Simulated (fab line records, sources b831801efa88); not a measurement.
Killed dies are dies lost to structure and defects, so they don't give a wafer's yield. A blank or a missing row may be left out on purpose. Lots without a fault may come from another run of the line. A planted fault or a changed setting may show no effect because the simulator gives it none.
fab line records | flow sky130
record lots=24 wafers=72 last_day=50
route steps=708 shown LI_CONTACT@364 METAL1@440 VIA1@473 VIA2@527 METAL3@564
lots that met no fault: from a run of the same line without faults
start_h: hours from the record's first day to the start of the lot's first wafer shown | wait_h: hours since the lot's step before | " the same as in the row above | L1.1+2: a row that stands for several wafers | - no value, or no start given | * or withheld: withheld | < > ~ a bound
route shown NAME@n: a module of which the file shows steps, and the number in the route of the first | usual: mean/standard deviation of fault-free wafers | same: alike in all rows | chamber/n: place in a boat | sites: the reading at each site | _std_site: their standard deviation | _edge_site: outer sites' mean less inner sites' | radius_mm: how far each site lies from the wafer's centre | mask NAME#n: copy n | behind: the tool/chamber that last shaped the wafer | hold: why the lot was held/for how many hours/how that ended | device: the transistor (n, p or np) that didn't switch | end of line: the same wafers' tests at the end of the route | a step without rows: its recipe alone | killed: dies lost to structure and defects at the first sort, not the wafer's yield | map: a wafer's dies, x killed, . not, _ none there
set.NAME: the setting as run; set.NAME@STEP: as run at that earlier step | model.NAME: the simulator's own value behind a step, which no gauge read
steps of the route over a sample of lots; a table a step, a row a wafer
services: from which hour (start_h, from the record's first day; less than 0 if before it) a tool's chamber was out of use, for how many hours, and why
## steps
# step SKY_LI_CONTACT_CMP_02
# recipe material=PSG down_force_psi=4 platen_rpm=60 pad_velocity_m_s=0.94248
# usual motor_current_A=11.9/1.5 time_to_endpoint_s=34/3.1
# columns lot.wafer tool chamber start_h wait_h motor_current_A time_to_endpoint_s
L074.4 cmp-02 0 662.18 0.0 12.5 33
L074.2 " 3 " " 10.0 32
L074.6 " 0 " " 12.8 31
L075.4 cmp-02 2 663.21 0.0 11.6 35
L075.3 " 0 " " 12.1 33
L075.1 " 1 " " 11.2 38
L076.4 cmp-02 3 669.68 0.0 10.8 31
L076.3 " 0 " " 12.5 32
L076.2 " 2 " " 12.0 36
L078.1 cmp-02 0 690.46 0.1 12.7 32
L078.5 " 0 " " 12.5 31
L078.6 " 1 " " 11.5 35
L077.2 cmp-01 0 690.75 0.1 15.6 32
L077.3 " 1 " " 10.7 41
L077.5 " 3 " " 12.8 36
L080.4 cmp-02 3 700.28 0.1 10.3 27
L080.1 " 0 " " 12.3 29
L080.6 " 3 " " 10.3 30
L079.2 cmp-01 1 701.76 0.0 10.4 34
L079.3 " 2 " " 12.4 30
L079.5 " 2 " " 12.1 36
L081.2 cmp-01 1 710.03 0.0 10.0 37
L081.3 " 2 " " 12.0 33
L081.6 " 1 " " 10.4 32
L082.2 cmp-02 0 712.25 0.0 12.5 35
L082.4 " 3 " " 10.5 36
L082.5 " 0 " " 11.7 34
L083.4 cmp-02 3 723.29 0.1 10.9 32
L083.5 " 2 " " 11.2 37
L083.6 " 3 " " 10.4 33
L084.4 cmp-02 3 729.01 0.0 10.4 36
L084.3 " 2 " " 10.4 35
L084.5 " 3 " " 10.3 32
L085.1 cmp-01 0 738.21 0.1 14.4 32
L085.4 " 1 " " 10.0 39
L085.5 " 0 " " 15.2 29
L087.2 cmp-01 0 746.95 0.0 15.1 37
L087.4 " 1 " " 9.9 41
L087.1 " 2 " " 12.5 41
L086.4 cmp-01 1 747.41 0.1 9.9 37
L086.6 " 3 " " 12.6 38
L086.5 " 0 " " 14.9 32
L088.1 cmp-01 0 750.56 0.1 15.3 35
L088.5 " 2 " " 11.5 39
L088.6 " 3 " " 12.4 38
L089.4 cmp-01 3 755.13 0.1 12.6 36
L089.1 " 0 " " 16.3 33
L089.5 " 1 " " 10.0 35
L090.1 cmp-02 0 766.56 0.1 13.2 34
L090.4 " 2 " " 11.3 36
L090.5 " 1 " " 10.9 40
L091.3 cmp-01 2 789.93 0.1 12.2 35
L091.2 " 3 " " 12.9 33
L091.5 " 1 " " 10.5 35
L092.1 cmp-01 3 792.05 0.1 12.8 33
L092.4 " 0 " " 15.2 29
L092.2 " 2 " " 11.9 32
L093.4 cmp-01 3 799.31 0.0 13.6 33
L093.3 " 0 " " 14.7 31
L093.6 " 3 " " 13.1 34
L094.1 cmp-02 2 799.75 0.1 10.8 32
L094.4 " 0 " " 12.2 34
L094.5 " 3 " " 9.9 31
L095.1 cmp-02 2 817.31 0.1 12.1 35
L095.6 " 2 " " 11.8 35
L095.5 " 3 " " 10.2 34
L096.2 cmp-02 0 820.08 0.1 12.9 34
L096.3 " 1 " " 10.9 38
L096.6 " 2 " " 11.1 33
L097.4 cmp-02 3 821.16 0.0 10.3 35
L097.1 " 2 " " 11.5 33
L097.6 " 0 " " 12.0 28
# step SKY_METAL1_THK_MEAS_06
# recipe thk_meas_gauge=xrf reads=AlCu_of_METAL1_SPUTTER_02
# usual METAL1_ALCU_THK=257/3.8
# columns lot.wafer tool chamber start_h wait_h METAL1_ALCU_THK[nm]
L074.2 film_metro-01 - 751.33 0.1 254
L074.4 " - " " 252
L074.6 " - " " 249
L075.1 film_metro-01 - 751.92 0.1 257
L075.3 " - " " 257
L075.4 " - " " 253
L076.2 film_metro-01 - 756.34 0.1 260
L076.3 " - " " 257
L076.4 " - " " 261
L078.1 film_metro-04 - 776.77 0.1 255
L078.5 " - " " 258
L078.6 " - " " 255
L077.2 film_metro-02 - 778.54 0.1 250
L077.3 " - " " 255
L077.5 " - " " 253
L080.1 film_metro-02 - 785.57 0.1 251
L080.4 " - " " 253
L080.6 " - " " 256
L079.2 film_metro-04 - 787.31 0.1 254
L079.3 " - " " 253
L079.5 " - " " 257
L081.2 film_metro-04 - 795.08 0.1 264
L081.3 " - " " 267
L081.6 " - " " 261
L082.2 film_metro-04 - 796.51 0.1 255
L082.4 " - " " 253
L082.5 " - " " 254
L083.4 film_metro-04 - 809.47 0.1 260
L083.5 " - " " 260
L083.6 " - " " 261
L084.3 film_metro-04 - 813.16 0.1 265
L084.4 " - " " 261
L084.5 " - " " 259
L085.1 film_metro-01 - 823.24 0.1 251
L085.4 " - " " 253
L085.5 " - " " 255
L087.1 film_metro-02 - 830.72 0.1 257
L087.2 " - " " 254
L087.4 " - " " 259
L086.4 film_metro-04 - 831.51 0.1 267
L086.5 " - " " 261
L086.6 " - " " 262
L088.1 film_metro-01 - 833.69 0.1 258
L088.5 " - " " 256
L088.6 " - " " 254
L089.1 film_metro-01 - 838.64 0.1 254
L089.4 " - " " 257
L089.5 " - " " 252
L090.1 film_metro-01 - 850.87 0.1 251
L090.4 " - " " 257
L090.5 " - " " 258
L091.2 film_metro-02 - 873.05 0.1 256
L091.3 " - " " 256
L091.5 " - " " 255
L092.1 film_metro-02 - 874.74 0.1 255
L092.2 " - " " 262
L092.4 " - " " 260
L093.3 film_metro-04 - 883.06 0.1 265
L093.4 " - " " 260
L093.6 " - " " 261
L094.1 film_metro-02 - 883.84 0.1 248
L094.4 " - " " 255
L094.5 " - " " 253
L095.1 film_metro-04 - 900.29 0.1 254
L095.5 " - " " 259
L095.6 " - " " 259
L096.2 film_metro-01 - 901.89 0.1 258
L096.3 " - " " 257
L096.6 " - " " 257
L097.1 film_metro-01 - 903.90 0.1 255
L097.4 " - " " 253
L097.6 " - " " 251
# step SKY_METAL1_OVL_MEAS_16
# usual METAL1_OVL=3/5.5
# columns lot.wafer tool chamber start_h wait_h METAL1_OVL[nm]
L074.2 overlay-01 - 777.82 0.1 -7
L074.4 " - " " 2
L074.6 " - " " 0
L075.1 overlay-01 - 778.47 0.1 1
L075.3 " - " " 2
L075.4 " - " " 10
L076.2 overlay-01 - 782.22 0.1 5
L076.3 " - " " -12
L076.4 " - " " 5
L078.1 overlay-02 - 803.77 0.1 2
L078.5 " - " " 0
L078.6 " - " " 3
L077.2 overlay-02 - 804.91 0.1 8
L077.3 " - " " -6
L077.5 " - " " 3
L080.1 overlay-02 - 812.65 0.1 12
L080.4 " - " " 4
L080.6 " - " " 9
L079.2 overlay-01 - 814.30 0.1 2
L079.3 " - " " 6
L079.5 " - " " 11
L081.2 overlay-01 - 821.92 0.1 2
L081.3 " - " " 0
L081.6 " - " " -7
L082.2 overlay-02 - 822.96 0.1 13
L082.4 " - " " 5
L082.5 " - " " 2
L083.4 overlay-01 - 836.17 0.1 -2
L083.5 " - " " 5
L083.6 " - " " -3
L084.3 overlay-02 - 839.63 0.1 -2
L084.4 " - " " 2
L084.5 " - " " -1
L085.1 overlay-02 - 848.75 0.1 14
L085.4 " - " " 7
L085.5 " - " " 12
L087.1 overlay-01 - 856.02 0.1 3
L087.2 " - " " 4
L087.4 " - " " 10
L086.4 overlay-02 - 857.51 0.1 6
L086.5 " - " " 4
L086.6 " - " " -1
L088.1 overlay-02 - 859.52 0.1 3
L088.5 " - " " 2
L088.6 " - " " 3
L089.1 overlay-02 - 865.55 0.1 -4
L089.4 " - " " 13
L089.5 " - " " 4
L090.1 overlay-01 - 876.82 0.1 -2
L090.4 " - " " -4
L090.5 " - " " -7
L091.2 overlay-02 - 898.97 0.1 4
L091.3 " - " " 4
L091.5 " - " " -4
L092.1 overlay-02 - 899.97 0.1 9
L092.2 " - " " 11
L092.4 " - " " 11
L093.3 overlay-02 - 908.58 0.1 -1
L093.4 " - " " 0
L093.6 " - " " 5
L094.1 overlay-02 - 909.85 0.1 -4
L094.4 " - " " -3
L094.5 " - " " 0
L095.1 overlay-02 - 924.62 0.1 7
L095.5 " - " " 9
L095.6 " - " " 11
L096.2 overlay-01 - 927.05 0.1 -2
L096.3 " - " " 5
L096.6 " - " " 5
L097.1 overlay-01 - 928.25 0.1 -3
L097.4 " - " " -10
L097.6 " - " " -4
# step SKY_VIA1_ETCH_15
# recipe target=SiO2 chemistry=C4F8/O2/Ar target_depth_nm=351 stop_on=TiN mask_material=KrF-thick source_w=1500 bias_w=1200 pressure_mtorr=40 c4f8_flow_sccm=withheld O2_flow_sccm=6 Ar_flow_sccm=300 time_s=54
# usual oes_product_au=0.980/0.0071 rf_fwd_power_W=1486/5.8
# columns lot.wafer tool chamber start_h wait_h oes_product_au rf_fwd_power_W rf_hours_counter_h
L074.2 rie_diel-04 0 806.73 0.0 0.981 1496 4
L074.4 " 3 " " 0.965 1491 24
L074.6 " 2 " " 0.974 1485 -
L075.1 rie_diel-03 1 806.90 0.0 0.989 1487 11
L075.3 " 3 " " 0.978 1495 8
L075.4 " 0 " " 0.977 1481 28
L076.2 rie_diel-04 1 809.90 0.0 0.987 1489 9
L076.3 " 3 " " 0.969 1489 24
L076.4 " 2 " " 0.981 1497 2
L078.1 rie_diel-04 3 830.70 0.0 0.970 1490 24
L078.5 " 0 " " 0.979 1489 -
L078.6 " 3 " " 0.965 1492 -
L077.2 rie_diel-04 2 832.13 0.0 0.971 1484 3
L077.3 " 1 " " 0.983 1483 10
L077.5 " 2 " " 0.981 1486 -
L080.1 rie_diel-02 0 840.22 0.0 0.982 1485 9
L080.4 " 1 " " 0.976 1482 1
L080.6 " 1 " " 0.977 1487 -
L079.2 rie_diel-02 3 841.67 0.0 0.980 1495 7
L079.3 " 1 " " 0.972 1481 1
L079.5 " 0 " " 0.978 1488 -
L081.2 rie_diel-02 1 848.48 0.0 0.972 1478 1
L081.3 " 0 " " 0.987 1479 10
L081.6 " 2 " " 0.971 1487 -
L082.2 rie_diel-02 0 851.30 0.0 0.964 1481 10
L082.4 " 1 " " 0.990 1481 1
L082.5 " 0 " " 0.975 1479 -
L083.4 rie_diel-04 2 863.73 0.0 0.981 1483 4
L083.5 " 3 " " 0.972 1483 -
L083.6 " 0 " " 0.969 1487 -
L084.3 rie_diel-02 0 866.13 0.0 0.975 1477 10
L084.4 " 1 " " 0.969 1481 1
L084.5 " 2 " " 0.975 1478 -
L085.1 rie_diel-02 1 876.03 0.0 0.981 1479 2
L085.4 " 0 " " 0.982 1480 10
L085.5 " 0 " " 0.973 1481 -
L087.1 rie_diel-04 2 883.22 0.0 0.981 1485 4
L087.2 " 3 " " 0.968 1490 1
L087.4 " 1 " " 0.987 1486 11
L086.4 rie_diel-02 3 884.73 0.0 0.980 1488 8
L086.5 " 3 " " 0.978 1495 -
L086.6 " 2 " " 0.973 1480 -
L088.1 rie_diel-02 2 887.32 0.0 0.979 1485 17
L088.5 " 3 " " 0.975 1494 -
L088.6 " 2 " " 0.980 1487 -
L089.1 rie_diel-02 1 892.58 0.0 0.983 1484 2
L089.4 " 2 " " 0.980 1488 17
L089.5 " 2 " " 0.979 1487 -
L090.1 rie_diel-02 0 904.37 0.0 0.982 1480 11
L090.4 " 3 " " 0.982 1492 9
L090.5 " 1 " " 0.985 1473 -
L091.2 rie_diel-02 2 925.27 0.0 0.984 1489 19
L091.3 " 1 " " 0.976 1482 3
L091.5 " 2 " " 0.977 1490 -
L092.1 rie_diel-03 0 926.68 0.0 0.985 1492 1
L092.2 " 1 " " 0.981 1487 15
L092.4 " 2 " " 0.989 1484 7
L093.3 rie_diel-03 1 934.55 0.0 0.987 1496 15
L093.4 " 3 " " 0.981 1486 -
L093.6 " 2 " " 0.976 1481 -
L094.1 rie_diel-02 3 936.37 0.0 0.994 1487 10
L094.4 " 2 " " 0.980 1483 19
L094.5 " 0 " " 0.986 1479 -
L095.1 rie_diel-04 2 950.35 0.0 0.986 1487 6
L095.5 " 2 " " 0.978 1489 -
L095.6 " 3 " " 0.969 1498 -
L096.2 rie_diel-03 1 953.20 0.0 0.984 1487 16
L096.3 " 2 " " 0.983 1482 8
L096.6 " 1 " " 0.975 1480 -
L097.1 rie_diel-02 0 953.90 0.0 0.990 1470 13
L097.4 " 1 " " 0.974 1480 4
L097.6 " 1 " " 0.992 1490 -
# step SKY_VIA2_SPUTTER_20
# recipe material=TiN target_thk_nm=20 chamber_pressure_pa=5 power_w=4000 time_s=80
# usual throttle_valve_pct=29.8/1
# columns lot.wafer tool chamber start_h wait_h throttle_valve_pct
L074.2 pvd_sputter-03 - 862.14 0.0 27.1
L074.4 " - " " 30.3
L074.6 " - " " 30.2
L075.1 pvd_sputter-03 - 863.13 0.0 29.5
L075.3 " - " " 28.5
L075.4 " - " " 30.2
L076.2 pvd_sputter-04 - 864.81 0.0 31.3
L076.3 " - " " 28.0
L076.4 " - " " 30.1
L078.1 pvd_sputter-02 - 886.65 0.0 30.1
L078.5 " - " " 30.6
L078.6 " - " " 29.8
L077.2 pvd_sputter-03 - 887.55 0.0 30.6
L077.3 " - " " 29.5
L077.5 " - " " 28.7
L080.1 pvd_sputter-04 - 895.40 0.0 30.2
L080.4 " - " " 28.2
L080.6 " - " " 30.6
L079.2 pvd_sputter-02 - 896.65 0.0 30.5
L079.3 " - " " 30.2
L079.5 " - " " 29.8
L081.2 pvd_sputter-02 - 903.63 0.0 29.6
L081.3 " - " " 30.1
L081.6 " - " " 29.1
L082.2 pvd_sputter-02 - 906.99 0.0 29.6
L082.4 " - " " 30.3
L082.5 " - " " 29.7
L083.4 pvd_sputter-03 - 917.70 0.0 29.7
L083.5 " - " " 30.2
L083.6 " - " " 27.2
L084.3 pvd_sputter-04 - 920.58 0.0 31.0
L084.4 " - " " 31.1
L084.5 " - " " 30.5
L085.1 pvd_sputter-02 - 929.81 0.0 30.3
L085.4 " - " " 30.5
L085.5 " - " " 29.2
L087.1 pvd_sputter-04 - 937.43 0.0 30.2
L087.2 " - " " 31.2
L087.4 " - " " 27.9
L086.4 pvd_sputter-04 - 939.30 0.0 30.3
L086.5 " - " " 31.0
L086.6 " - " " 30.6
L088.1 pvd_sputter-04 - 940.43 0.0 28.3
L088.5 " - " " 31.2
L088.6 " - " " 28.0
L089.1 pvd_sputter-04 - 946.15 0.0 30.9
L089.4 " - " " 30.1
L089.5 " - " " 30.7
L090.1 pvd_sputter-04 - 957.08 0.0 30.1
L090.4 " - " " 28.2
L090.5 " - " " 28.0
L091.2 pvd_sputter-02 - 978.15 0.0 30.4
L091.3 " - " " 29.8
L091.5 " - " " 30.2
L092.1 pvd_sputter-04 - 979.49 0.0 31.1
L092.2 " - " " 30.8
L092.4 " - " " 28.0
L093.3 pvd_sputter-02 - 986.40 0.0 29.7
L093.4 " - " " 30.3
L093.6 " - " " 30.2
L094.1 pvd_sputter-04 - 988.19 0.0 30.8
L094.4 " - " " 30.9
L094.5 " - " " 27.9
L095.1 pvd_sputter-02 - 1001.45 0.0 29.7
L095.5 " - " " 29.8
L095.6 " - " " 29.3
L096.2 pvd_sputter-02 - 1006.64 0.0 29.8
L096.3 " - " " 29.1
L096.6 " - " " 30.2
L097.1 pvd_sputter-04 - 1006.85 0.0 30.5
L097.4 " - " " 30.8
L097.6 " - " " 30.0
# step SKY_METAL3_OVL_MEAS_14
# usual METAL3_OVL=1/6.6
# columns lot.wafer tool chamber start_h wait_h METAL3_OVL[nm]
L074.2 overlay-01 - 914.98 0.1 -21
L074.4 " - " " -12
L074.6 " - " " -13
L075.1 overlay-02 - 915.92 0.1 -6
L075.3 " - " " -3
L075.4 " - " " 3
L076.2 overlay-02 - 916.63 0.1 10
L076.3 " - " " 8
L076.4 " - " " 10
L078.1 overlay-02 - 937.62 0.1 6
L078.5 " - " " 13
L078.6 " - " " 2
L077.2 overlay-02 - 939.00 0.1 0
L077.3 " - " " -4
L077.5 " - " " -12
L080.1 overlay-02 - 946.55 0.1 9
L080.4 " - " " 0
L080.6 " - " " -3
L079.2 overlay-02 - 947.55 0.1 -2
L079.3 " - " " -3
L079.5 " - " " -8
L081.2 overlay-02 - 953.48 0.1 -3
L081.3 " - " " 4
L081.6 " - " " 1
L082.2 overlay-02 - 956.71 0.1 7
L082.4 " - " " 17
L082.5 " - " " 0
L083.4 overlay-02 - 967.37 0.1 0
L083.5 " - " " -4
L083.6 " - " " 5
L084.3 overlay-01 - 971.16 0.1 7
L084.4 " - " " 5
L084.5 " - " " 2
L085.1 overlay-01 - 979.37 0.1 0
L085.4 " - " " 12
L085.5 " - " " 5
L087.1 overlay-02 - 986.39 0.1 1
L087.2 " - " " 11
L087.4 " - " " 3
L086.4 overlay-02 - 988.76 0.1 4
L086.5 " - " " 2
L086.6 " - " " 14
L088.1 overlay-02 - 989.50 0.1 -4
L088.5 " - " " -8
L088.6 " - " " -3
L089.1 overlay-02 - 994.97 0.1 4
L089.4 " - " " -5
L089.5 " - " " 1
L090.1 overlay-02 - 1005.85 0.1 9
L090.4 " - " " -3
L090.5 " - " " -3
L091.2 overlay-02 - 1025.56 0.1 0
L091.3 " - " " 1
L091.5 " - " " 2
L092.1 overlay-01 - 1027.27 0.1 1
L092.2 " - " " 1
L092.4 " - " " 0
L093.3 overlay-01 - 1034.21 0.1 -3
L093.4 " - " " 1
L093.6 " - " " 1
L094.1 overlay-01 - 1034.90 0.1 2
L094.4 " - " " -6
L094.5 " - " " 8
L095.1 overlay-02 - 1047.60 0.1 -3
L095.5 " - " " -1
L095.6 " - " " 3
L096.2 overlay-01 - 1053.03 0.1 -1
L096.3 " - " " 10
L096.6 " - " " 1
L097.1 overlay-02 - 1053.37 0.1 3
L097.4 " - " " 5
L097.6 " - " " 2
## services
# columns tool chamber start_h hours kind
rie_diel-02 - 644.72 2.8 pm
cmp-02 - 647.77 2.1 repair
pvd_sputter-04 - 651.76 6.5 repair
cmp-01 - 661.19 0.2 repair
cmp-02 - 675.08 3.3 repair
cmp-02 - 680.47 9.2 pm
rie_diel-02 - 688.72 0.5 repair
rie_diel-02 0 699.48 1.6 repair
rie_diel-02 1 700.38 1.3 repair
cmp-02 - 742.35 1.7 repair
cmp-01 - 743.97 1.0 repair
cmp-02 - 744.89 2.7 repair
cmp-02 - 747.62 14.4 pm
cmp-02 - 762.07 4.0 pm
cmp-01 - 770.88 1.5 repair
rie_diel-02 - 809.82 0.6 repair
pvd_sputter-04 - 811.55 4.1 repair
cmp-02 - 815.71 1.3 repair
cmp-02 - 824.36 1.0 repair
cmp-01 - 841.60 0.8 repair
cmp-02 - 874.48 5.8 pm
cmp-02 - 899.95 0.3 repair
rie_diel-02 3 921.14 5.9 repair
cmp-02 - 956.80 1.4 repair
## key
fault none
